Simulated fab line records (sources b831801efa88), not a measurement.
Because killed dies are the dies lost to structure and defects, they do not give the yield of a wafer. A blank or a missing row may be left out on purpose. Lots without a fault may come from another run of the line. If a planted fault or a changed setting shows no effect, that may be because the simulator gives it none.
fab line records ; flow sky130
record: lots: 6; wafers: 18; lastDay: 50
route steps=708 shown NWELL@65 PAD_OPEN@708
lots with no fault: from the same line, run without faults
startH: hours from the record's first day to the start of the lot's first wafer shown ; waitH: how many hours have passed since the lot's step before this one ; " the same as in the row above ; L1.1+2: several wafers, shown together as one row ; - no value, or no start was given ; * or withheld: withheld ; < > ~ a bound
route shown NAME@n: a module of which the file shows steps, and the number in the route of the first ; usual: the fault-free wafers' mean and standard deviation ; same: alike in all rows ; chamber/n: place in a boat ; sites: per-site readings ; _std_site: the values' standard deviation ; _edge_site: the outer-site mean with the inner-site mean subtracted ; radiusMm: for every site, how far away it sits from the centre of the wafer ; mask NAME#n: copy n ; behind: the last tool/chamber to shape the wafer ; hold: reason for holding the lot/hours on hold/outcome of the hold ; device: whichever transistor did not switch (one of n, p or np) ; end of line: tests of these same wafers at the route's end ; where a step has no rows: the recipe by itself ; killed: the dies lost at the first sort to structure and to defects; this is not the yield of the wafer ; map: per-die view of a wafer (x killed, . not killed, _ where there is no die)
set.NAME: setting as actually run; set.NAME@STEP: the setting as run at that earlier step ; model.NAME: the simulator's own value behind a step, which no gauge read
a table for each step, a row for each wafer; lots at some steps of the route
services: the hour from which a tool's chamber was out of use, counted from the record's first day as startH (under 0 if before that day), plus the number of hours and why
== steps ==
step: SKY_NWELL_IMPLANT_12
recipe: species: P; energyKev: 120; doseCm2: 1.3e+12; tiltDeg: withheld
step: SKY_NWELL_IMPLANT_13
recipe: species: P; energyKev: 50; doseCm2: 7e+11; tiltDeg: withheld
step: SKY_NWELL_STRIP_14
recipe: chemistry: O2/N2; powerW: 1400; pressureMtorr: 1500; platenTempC: withheld; o2FlowSccm: 3000; n2FlowSccm: 300; overashFraction: 0.5
usual: drypumpMotorCurrentA: 6.1/0.48; oesProductAu: 0.722/0.0039; stripTimeToEndpointS: 36.92/0.11
lot.wafer;tool;chamber;startH;waitH;drypumpMotorCurrentA;oesProductAu;rfHoursCounterH;stripTimeToEndpointS
L208.1;plasmaAsher-02;0;90.40;0.1;5.8;0.719;25;36.91
L208.2;plasmaAsher-02;1;90.40;0.1;6.2;0.722;25;36.75
L208.6;plasmaAsher-02;0;90.40;0.1;5.8;0.724;-;36.83
L213.3;plasmaAsher-01;1;119.51;0.1;6.4;0.720;-;36.97
L213.5;plasmaAsher-01;0;119.51;0.1;6.3;0.723;-;36.89
L213.6;plasmaAsher-01;1;119.51;0.1;6.4;0.727;-;36.90
L218.1;plasmaAsher-04;0;144.44;0.1;5.2;0.719;47;36.88
L218.5;plasmaAsher-04;0;144.44;0.1;5.2;0.719;-;36.78
L218.6;plasmaAsher-04;1;144.44;0.1;6.8;0.722;-;36.90
L219.3;plasmaAsher-02;1;190.06;0.1;6.2;0.726;-;36.88
L219.4;plasmaAsher-02;0;190.06;0.1;5.8;0.728;-;36.94
L219.6;plasmaAsher-02;0;190.06;0.1;5.8;0.724;-;37.00
L220.4;plasmaAsher-02;1;191.38;0.1;6.2;0.729;-;36.98
L220.5;plasmaAsher-02;0;191.38;0.1;5.9;0.718;-;37.10
L220.6;plasmaAsher-02;1;191.38;0.1;6.2;0.725;-;36.88
L229.2;plasmaAsher-04;0;217.53;0.1;5.2;0.721;54;36.96
L229.3;plasmaAsher-04;1;217.53;0.1;6.8;0.728;-;37.00
L229.4;plasmaAsher-04;0;217.53;0.1;5.2;0.723;-;37.06
step: SKY_NWELL_TW_MEAS_15
usual: NWELL_TW: 1832/22
lot.wafer;tool;chamber;startH;waitH;NWELL_TW
L208.1;filmMetro-04;-;90.50;0.1;1866
L208.2;filmMetro-04;-;90.50;0.1;1875
L208.6;filmMetro-04;-;90.50;0.1;1864
L213.3;filmMetro-04;-;119.59;0.1;1856
L213.5;filmMetro-04;-;119.59;0.1;1856
L213.6;filmMetro-04;-;119.59;0.1;1867
L218.1;filmMetro-01;-;144.54;0.1;1811
L218.5;filmMetro-01;-;144.54;0.1;1800
L218.6;filmMetro-01;-;144.54;0.1;1811
L219.3;filmMetro-04;-;190.14;0.1;1865
L219.4;filmMetro-04;-;190.14;0.1;1869
L219.6;filmMetro-04;-;190.14;0.1;1862
L220.4;filmMetro-01;-;191.47;0.1;1813
L220.5;filmMetro-01;-;191.47;0.1;1809
L220.6;filmMetro-01;-;191.47;0.1;1815
L229.2;filmMetro-02;-;217.64;0.1;1818
L229.3;filmMetro-02;-;217.64;0.1;1833
L229.4;filmMetro-02;-;217.64;0.1;1827
step: SKY_NWELL_DEHYDRATE_16
recipe: tempC: 200; timeS: 60
step: SKY_NWELL_HMDS_17
recipe: primeTimeS: 60; primeTempC: 120
step: SKY_NWELL_COAT_18
recipe: spinRpm: 2000; resistThkNm: 3000
step: SKY_NWELL_SOFTBAKE_19
recipe: tempC: 110; timeS: withheld
step: SKY_NWELL_EXPOSE_20
recipe: maskId: NWM_COMPLEMENT; na: 0.6; sourceShape: conventional; sigmaOuter: 0.6; polarization: unpolarized; targetCdNm: 840; doseMj: 260
step: SKY_NWELL_PEB_21
recipe: tempC: 115; timeS: withheld
step: SKY_NWELL_DEVELOP_22
recipe: wallAngleDeg: 90; developer: TMAH; developTimeS: 60; devTempC: 23
step: SKY_NWELL_OVL_MEAS_23
usual: NWELL_01_OVL: 0.6/1.2
lot.wafer;tool;chamber;startH;waitH;NWELL_01_OVL[nm]
L208.1;overlay-02;-;104.76;-;-1.6
L208.2;overlay-02;-;104.76;-;-0.1
L208.6;overlay-02;-;104.76;-;-1.0
L213.3;overlay-01;-;137.00;-;1.6
L213.5;overlay-01;-;137.00;-;0.3
L213.6;overlay-01;-;137.00;-;1.6
L218.1;overlay-01;-;164.21;-;2.1
L218.5;overlay-01;-;164.21;-;-0.6
L218.6;overlay-01;-;164.21;-;0.1
L219.3;overlay-01;-;210.47;-;0.3
L219.4;overlay-01;-;210.47;-;1.0
L219.6;overlay-01;-;210.47;-;0.5
L220.4;overlay-02;-;212.51;-;-1.1
L220.5;overlay-02;-;212.51;-;-0.8
L220.6;overlay-02;-;212.51;-;0.1
L229.2;overlay-02;-;239.59;-;-2.9
L229.3;overlay-02;-;239.59;-;-0.9
L229.4;overlay-02;-;239.59;-;-1.0
step: SKY_NWELL_IMPLANT_24
recipe: species: B; energyKev: 140; doseCm2: 9.2e+12; tiltDeg: withheld
usual: doseIonsCm2: 9.201e+12/9.4e+09; faradayCurrentUA: 51.9/0.91
same: implantIonAmu: 11
lot.wafer;tool;chamber;startH;waitH;doseIonsCm2;faradayCurrentUA
L208.1;implanter-03;0;104.79;0.0;9.186e+12;51.7
L208.2;implanter-03;0;104.79;0.0;9.195e+12;49.9
L208.6;implanter-03;0;104.79;0.0;9.194e+12;53.0
L213.3;implanter-04;0;137.08;0.1;9.212e+12;52.3
L213.5;implanter-04;0;137.08;0.1;9.207e+12;52.2
L213.6;implanter-04;0;137.08;0.1;9.203e+12;50.9
L218.1;implanter-03;0;164.24;0.0;3.9293e+13;222.9
L218.5;implanter-03;0;164.24;0.0;3.9285e+13;215.8
L218.6;implanter-03;0;164.24;0.0;3.928e+13;214.8
L219.3;implanter-03;0;210.54;0.1;3.9296e+13;222.6
L219.4;implanter-03;0;210.54;0.1;3.9299e+13;221.0
L219.6;implanter-03;0;210.54;0.1;3.9298e+13;223.2
L220.4;implanter-04;0;212.60;0.1;9.204e+12;52.8
L220.5;implanter-04;0;212.60;0.1;9.204e+12;51.9
L220.6;implanter-04;0;212.60;0.1;9.202e+12;51.2
L229.2;implanter-02;0;239.65;0.0;9.204e+12;52.2
L229.3;implanter-02;0;239.65;0.0;9.195e+12;51.9
L229.4;implanter-02;0;239.65;0.0;9.194e+12;50.8
step: SKY_NWELL_STRIP_25
recipe: chemistry: O2/N2; powerW: 1400; pressureMtorr: 1500; platenTempC: withheld; o2FlowSccm: 3000; n2FlowSccm: 300; overashFraction: 0.5
usual: drypumpMotorCurrentA: 6.1/0.48; oesProductAu: 0.723/0.0046; stripTimeToEndpointS: 36.93/0.11
lot.wafer;tool;chamber;startH;waitH;drypumpMotorCurrentA;oesProductAu;rfHoursCounterH;stripTimeToEndpointS
L208.1;plasmaAsher-04;1;104.94;0.1;6.8;0.720;43;36.81
L208.2;plasmaAsher-04;0;104.94;0.1;5.2;0.714;43;36.78
L208.6;plasmaAsher-04;0;104.94;0.1;5.2;0.724;-;36.90
L213.3;plasmaAsher-04;1;137.21;0.1;6.7;0.725;-;36.99
L213.5;plasmaAsher-04;1;137.21;0.1;6.7;0.728;-;36.87
L213.6;plasmaAsher-04;0;137.21;0.1;5.2;0.719;-;36.93
L218.1;plasmaAsher-01;1;164.39;0.1;6.4;0.714;5;36.79
L218.5;plasmaAsher-01;0;164.39;0.1;6.3;0.730;-;36.95
L218.6;plasmaAsher-01;1;164.39;0.1;6.4;0.722;-;36.85
L219.3;plasmaAsher-01;0;210.67;0.1;6.3;0.727;-;36.98
L219.4;plasmaAsher-01;1;210.67;0.1;6.3;0.721;-;37.13
L219.6;plasmaAsher-01;1;210.67;0.1;6.4;0.725;-;37.06
L220.4;plasmaAsher-02;1;212.71;0.1;6.2;0.717;-;36.89
L220.5;plasmaAsher-02;0;212.71;0.1;5.9;0.718;-;36.98
L220.6;plasmaAsher-02;1;212.71;0.1;6.2;0.724;-;36.87
L229.2;plasmaAsher-01;0;239.77;0.1;6.3;0.720;12;36.89
L229.3;plasmaAsher-01;1;239.77;0.1;6.4;0.723;-;36.85
L229.4;plasmaAsher-01;0;239.77;0.1;6.2;0.725;-;37.04
step: SKY_NWELL_TW_MEAS_26
usual: NWELL_2_TW: 502/6
lot.wafer;tool;chamber;startH;waitH;NWELL_2_TW
L208.1;filmMetro-04;-;105.04;0.1;513
L208.2;filmMetro-04;-;105.04;0.1;508
L208.6;filmMetro-04;-;105.04;0.1;509
L213.3;filmMetro-01;-;137.30;0.1;495
L213.5;filmMetro-01;-;137.30;0.1;496
L213.6;filmMetro-01;-;137.30;0.1;495
L218.1;filmMetro-04;-;164.49;0.1;802
L218.5;filmMetro-04;-;164.49;0.1;807
L218.6;filmMetro-04;-;164.49;0.1;811
L219.3;filmMetro-04;-;210.76;0.1;800
L219.4;filmMetro-04;-;210.76;0.1;804
L219.6;filmMetro-04;-;210.76;0.1;798
L220.4;filmMetro-02;-;212.81;0.1;498
L220.5;filmMetro-02;-;212.81;0.1;501
L220.6;filmMetro-02;-;212.81;0.1;500
L229.2;filmMetro-01;-;239.88;0.1;503
L229.3;filmMetro-01;-;239.88;0.1;503
L229.4;filmMetro-01;-;239.88;0.1;504
step: SKY_NWELL_CLEAN_27
recipe: chemistry: SC1/SC2; mix: 1:4:20; tempC: 70; timeS: 150; dry: n2Spin
step: SKY_PAD_OPEN_PROBE_99
usual: killed_at_M0_to_M3: 43/7.3; killed_at_M4_up: 3.4/1.7; killedAtContacts: 24/4.5; killedAtFrontEnd: 16/4.4; killedAtOther: 0.2/0.51; killedDies: 86/9.7; killedOnRim: 17/3.7; killedOpen: 46/6.6; killedShort: 39/7.1
same: grossDies: 492; killedAtBackSide: 0
lot.wafer;tool;chamber;startH;waitH;killed_at_M0_to_M3;killed_at_M4_up;killedAtContacts;killedAtFrontEnd;killedAtOther;killedDies;killedOnRim;killedOpen;killedShort;model.etest.pfet_16v.rOnOhmUm;model.etest.nfet_16v.rOnOhmUm;model.etest.resIsoPwell.rsOhmSq;model.etest.resPwellUnderGate.rsOhmSq;model.etest.resIsoPwell.lineOhmUm;model.etest.tip_n_5v.rsOhmSq;model.etest.tipSonos.rsOhmSq;model.etest.resDeepNwell.rsOhmSq
L208.1;prober-02;-;1077.55;0.1;48;4;19;10;0;81;20;45;36;1.532e+04;1.402e+04;3050;2272;1152;1404;2697;2211
L208.2;prober-02;-;1077.60;0.1;35;3;23;10;2;73;16;41;31;1.485e+04;1.395e+04;2920;2279;1113;1401;2699;2217
L208.6;prober-02;-;1077.80;0.2;49;2;27;16;0;94;15;55;39;1.48e+04;1.392e+04;2887;2279;1100;1391;2677;2243
L213.3;prober-01;-;1109.66;0.2;33;4;25;13;0;75;11;35;40;1.571e+04;1.435e+04;3570;2296;1341;1392;2645;2170
L213.5;prober-01;-;1109.76;0.2;54;4;20;19;0;97;15;44;53;1.562e+04;1.443e+04;3426;2300;1299;1404;2685;2156
L213.6;prober-01;-;1109.81;0.2;37;2;23;13;0;75;15;41;34;1.555e+04;1.452e+04;3436;2306;1327;1393;2690;2170
L218.1;prober-01;-;1139.17;0.1;41;2;26;18;1;88;14;53;35;8871;1.755e+04;1092;881.5;402.1;1640;2734;2355
L218.5;prober-01;-;1139.37;0.2;31;2;23;20;0;76;15;44;32;8770;1.754e+04;1085;881;388;1631;2733;2324
L218.6;prober-01;-;1139.42;0.2;37;3;23;28;0;91;21;48;43;8934;1.788e+04;1093;883.9;396.7;1628;2775;2322
L219.3;prober-01;-;1175.53;0.2;42;6;25;12;0;85;16;47;36;9008;1.601e+04;1102;877.3;407.3;1680;2930;2362
L219.4;prober-01;-;1175.58;0.2;34;2;21;12;1;70;8;35;33;9083;1.608e+04;1108;876.6;405.1;1659;2897;2328
L219.6;prober-01;-;1175.68;0.2;38;2;21;20;0;81;17;43;38;8929;1.586e+04;1089;887;397.6;1664;2891;2381
L220.4;prober-01;-;1180.61;0.2;37;1;26;25;1;90;17;41;49;1.547e+04;1.406e+04;3502;2285;1319;1405;2730;2146
L220.5;prober-01;-;1180.66;0.2;50;0;23;16;0;89;14;52;37;1.515e+04;1.4e+04;3372;2288;1298;1407;2662;2220
L220.6;prober-01;-;1180.71;0.2;57;1;25;18;0;101;18;54;47;1.526e+04;1.412e+04;3418;2291;1305;1416;2684;2184
L229.2;prober-01;-;1197.62;0.1;42;6;13;15;0;76;13;43;33;1.499e+04;1.421e+04;3197;2295;1214;1396;2659;2178
L229.3;prober-01;-;1197.67;0.2;42;7;23;12;1;85;15;41;44;1.489e+04;1.401e+04;3146;2286;1180;1398;2662;2196
L229.4;prober-01;-;1197.72;0.2;36;4;24;7;0;71;14;32;39;1.508e+04;1.432e+04;3127;2292;1179;1401;2707;2196
killed by level:class
L208.1 VIA2:geometricParticle:open=10 METAL1:geometricParticle:short=8 CONTACT:geometricParticle:open=7 LOCAL_INTERCONNECT:geometricParticle:short=6 VIA1:geometricParticle:short=6 VIA3:geometricParticle:open=6 VIA1:geometricParticle:open=4 METAL1:geometricParticle:open=3
L208.2 VIA1:geometricParticle:open=10 CONTACT:geometricParticle:open=7 CONTACT:geometricParticle:short=5 METAL2:geometricParticle:short=5 LI_CONTACT:geometricParticle:open=4 METAL1:geometricParticle:short=4 METAL2:geometricParticle:open=4 POLY_GATE:geometricParticle:open=3
L208.6 VIA1:geometricParticle:open=15 CONTACT:geometricParticle:open=8 VIA3:geometricParticle:open=8 METAL1:geometricParticle:short=7 LI_CONTACT:geometricParticle:open=6 LOCAL_INTERCONNECT:geometricParticle:short=5 FIELD_ISO:geometricParticle:open=4 CONTACT:geometricParticle:short=4
L213.3 LOCAL_INTERCONNECT:geometricParticle:short=7 CONTACT:geometricParticle:short=6 VIA2:geometricParticle:open=6 METAL1:geometricParticle:short=6 FIELD_ISO:geometricParticle:open=4 POLY_GATE:geometricParticle:short=4 METAL2:geometricParticle:short=4 CONTACT:geometricParticle:open=4
L213.5 VIA3:geometricParticle:open=10 METAL2:geometricParticle:short=10 VIA1:geometricParticle:open=8 FIELD_ISO:geometricParticle:short=7 CONTACT:geometricParticle:open=7 VIA2:geometricParticle:short=6 VIA2:geometricParticle:open=6 LI_CONTACT:geometricParticle:open=6
L213.6 VIA2:geometricParticle:open=13 CONTACT:geometricParticle:open=11 METAL2:geometricParticle:short=6 FIELD_ISO:geometricParticle:short=5 CONTACT:geometricParticle:short=5 VIA1:geometricParticle:short=5 LOCAL_INTERCONNECT:geometricParticle:short=4 POLY_GATE:geometricParticle:open=3
L218.1 VIA2:geometricParticle:open=12 CONTACT:geometricParticle:open=9 VIA3:geometricParticle:open=9 VIA1:geometricParticle:open=8 LOCAL_INTERCONNECT:geometricParticle:short=7 METAL2:geometricParticle:short=6 POLY_GATE:geometricParticle:short=5 FIELD_ISO:geometricParticle:open=4
L218.5 VIA2:geometricParticle:open=10 CONTACT:geometricParticle:open=10 FIELD_ISO:geometricParticle:short=7 VIA1:geometricParticle:open=7 LOCAL_INTERCONNECT:geometricParticle:short=5 CONTACT:geometricParticle:short=5 FIELD_ISO:geometricParticle:open=4 POLY_GATE:geometricParticle:open=4
L218.6 VIA1:geometricParticle:open=12 FIELD_ISO:geometricParticle:open=8 CONTACT:geometricParticle:short=8 POLY_GATE:geometricParticle:open=7 POLY_GATE:geometricParticle:short=6 LI_CONTACT:geometricParticle:open=5 CONTACT:geometricParticle:open=5 METAL1:geometricParticle:short=4
L219.3 VIA1:geometricParticle:open=10 METAL1:geometricParticle:short=7 CONTACT:geometricParticle:open=7 LI_CONTACT:geometricParticle:open=6 LI_CONTACT:geometricParticle:short=5 VIA3:geometricParticle:short=5 VIA2:geometricParticle:open=5 VIA3:geometricParticle:open=5
L219.4 VIA2:geometricParticle:open=7 LI_CONTACT:geometricParticle:open=6 CONTACT:geometricParticle:short=6 CONTACT:geometricParticle:open=5 METAL1:geometricParticle:open=5 LI_CONTACT:geometricParticle:short=4 METAL1:geometricParticle:short=4 VIA1:geometricParticle:short=4
L219.6 FIELD_ISO:geometricParticle:open=7 METAL1:geometricParticle:short=7 VIA1:geometricParticle:open=7 METAL2:geometricParticle:short=6 CONTACT:geometricParticle:open=5 VIA2:geometricParticle:short=5 POLY_GATE:geometricParticle:short=4 POLY_GATE:geometricParticle:open=4
L220.4 LI_CONTACT:geometricParticle:open=10 VIA1:geometricParticle:open=10 FIELD_ISO:geometricParticle:short=9 LOCAL_INTERCONNECT:geometricParticle:short=6 VIA1:geometricParticle:short=6 FIELD_ISO:geometricParticle:open=5 VIA2:geometricParticle:open=5 CONTACT:geometricParticle:short=4
L220.5 VIA1:geometricParticle:open=19 VIA2:geometricParticle:open=8 LI_CONTACT:geometricParticle:open=7 CONTACT:geometricParticle:open=7 METAL1:geometricParticle:short=7 VIA3:geometricParticle:short=5 POLY_GATE:geometricParticle:short=4 LI_CONTACT:geometricParticle:short=4
L220.6 CONTACT:geometricParticle:open=11 METAL1:geometricParticle:short=10 VIA1:geometricParticle:open=10 VIA3:geometricParticle:open=7 METAL2:geometricParticle:short=6 VIA2:geometricParticle:short=6 FIELD_ISO:geometricParticle:short=5 FIELD_ISO:geometricParticle:open=5
L229.2 POLY_GATE:geometricParticle:open=8 METAL1:geometricParticle:short=8 VIA3:geometricParticle:open=8 VIA1:geometricParticle:open=7 METAL2:geometricParticle:short=6 CONTACT:geometricParticle:open=4 CONTACT:geometricParticle:short=4 FIELD_ISO:geometricParticle:open=3
L229.3 METAL2:geometricParticle:short=12 VIA1:geometricParticle:open=11 LI_CONTACT:geometricParticle:open=8 METAL4:geometricParticle:short=7 CONTACT:geometricParticle:short=5 VIA2:geometricParticle:open=5 VIA3:geometricParticle:open=5 LI_CONTACT:geometricParticle:short=4
L229.4 VIA1:geometricParticle:open=7 LOCAL_INTERCONNECT:geometricParticle:short=7 METAL2:geometricParticle:short=7 CONTACT:geometricParticle:open=6 POLY_GATE:geometricParticle:short=5 VIA1:geometricParticle:short=5 VIA2:geometricParticle:open=5 LI_CONTACT:geometricParticle:short=4
== services ==
tool;chamber;startH;hours;kind
implanter-04;-;68.32;13.3;repair
implanter-04;-;80.62;21.5;repair
plasmaAsher-01;-;105.80;2.4;repair
plasmaAsher-01;-;108.75;9.0;pm
plasmaAsher-01;0;108.75;9.0;ventCycle
plasmaAsher-01;1;108.75;9.0;ventCycle
plasmaAsher-02;-;116.00;1.9;repair
plasmaAsher-01;0;117.75;-;clean
plasmaAsher-01;1;117.75;-;clean
plasmaAsher-01;-;129.77;3.5;repair
plasmaAsher-02;-;164.29;3.3;repair
implanter-03;-;170.77;1.7;repair
plasmaAsher-04;-;196.80;0.9;repair
implanter-04;-;230.71;1.2;repair
== key ==
firstSign: step: SKY_NWELL_IMPLANT_24; reading: doseIonsCm2; direction: up; sigmas: 99+; usual: *; struck: *
effect: step: SKY_NWELL_IMPLANT_24; reading: faradayCurrentUA; direction: up; sigmas: 99+; usual: 51.9; struck: 220.1
effect: step: SKY_NWELL_TW_MEAS_26; reading: NWELL_2_TW; direction: up; sigmas: 50; usual: 502; struck: 804
modelEffect: step: SKY_PAD_OPEN_PROBE_99; value: etest.pfet_16v.rOnOhmUm; without: 1.531e+04; struck: 8933
metAt SKY_NWELL_IMPLANT_24
struckWafers L218.1,L218.5,L218.6,L219.3,L219.4,L219.6
testerLeftOut L218,L219
onsetBetween 104.79 164.24
fault: kind: processParameterDrift; tool: implanter-03; chamber: -; onsetH: 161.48; steps: SKY_NWELL_IMPLANT_24; channel: doseCm2; offset: *; shape: step; endH: 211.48; actsIn: *; stated: *
testerLeftOut: of these lots the tester's yield and bins aren't shown, on N5 and GAA mostly nor the transistor test; their killed dies are dies lost to structure and defects alone, not to doping, threshold or leakage, so they don't give the yield
